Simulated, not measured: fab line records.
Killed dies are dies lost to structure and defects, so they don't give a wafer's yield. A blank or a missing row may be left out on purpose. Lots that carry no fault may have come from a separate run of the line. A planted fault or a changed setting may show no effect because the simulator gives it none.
Which of the tools did it?    flow sky130    6 lots, 18 wafers sampled, at 3 steps of a route of 708

WHAT THE GAUGES SHOWED, per wafer
SKY_SONOS_ONO_THK_MEAS_05.
lot   measured      on             SONOS_ONO_CVD_04_THK (nm)
L230  day 11 16:19  film-metro-03  5.80 5.72 5.75
L232  day 12 14:55  film-metro-04  6.34 6.38 6.38
L241  day 15 14:55  film-metro-04  5.82 5.84 5.82
L245  day 17 05:33  film-metro-03  5.67 5.55 5.62
L248  day 18 04:14  film-metro-03  5.59 5.76 5.60
L252  day 19 13:56  film-metro-02  5.66 5.73 5.72

WHICH TOOL RAN EACH LOT (tool, then ch and the chambers of the sampled wafers, then the start)
lot   SKY_VT_ADJUST_LVTN_STRIP_20           SKY_SONOS_ONO_CVD_04
L230  plasma-asher-03 ch 0,1, day 7 17:53   lpcvd-03 ch 0, day 11 15:03
L232  plasma-asher-01 ch 0, day 8 12:14     lpcvd-03 ch 0, day 12 13:02
L241  plasma-asher-03 ch 0,1, day 11 04:04  lpcvd-03 ch 1, day 15 13:40
L245  plasma-asher-02 ch 0,1, day 12 10:10  lpcvd-03 ch 0, day 17 04:18
L248  plasma-asher-03 ch 0,1, day 13 06:26  lpcvd-03 ch 0, day 18 02:58
L252  plasma-asher-01 ch 0,1, day 14 09:22  lpcvd-03 ch 0, day 19 12:40
- SKY_VT_ADJUST_LVTN_STRIP_20: strips in O2/N2.
- SKY_SONOS_ONO_CVD_04: deposits SiO2 from SiH4/N2O, target thk 5.7199 nm.

THE ANSWER, worked out from the rows above alone
Rule: usual is defined by the lots themselves. Put in order of their means at a reading, lots are off if they are a third of the lots or fewer, leave a main group of 4 or more, and stand apart from it by a gap of 3 or more times the standard deviation of the main group's means; of several such gaps the widest counts. If all means in a main group match to the digits the tables above print for the reading, that group is not used. Also off: a lot with no number at a reading for which 4 or more lots have one. All remaining lots with rows at the step are treated as sound.
Off: L232, at SKY_SONOS_ONO_THK_MEAS_05 (SONOS_ONO_CVD_04_THK). The main group has a mean of 5.71 nm with a standard deviation of 0.076.
If a tool, at a process step before that reading, ran all the lots that are off and no sound lot after the first of them, it fits. Those tools and the gauges at SKY_SONOS_ONO_THK_MEAS_05 are tried in the same way. Of those tried, none fits.

WHAT HAD BEEN PUT IN BY THE SIMULATOR
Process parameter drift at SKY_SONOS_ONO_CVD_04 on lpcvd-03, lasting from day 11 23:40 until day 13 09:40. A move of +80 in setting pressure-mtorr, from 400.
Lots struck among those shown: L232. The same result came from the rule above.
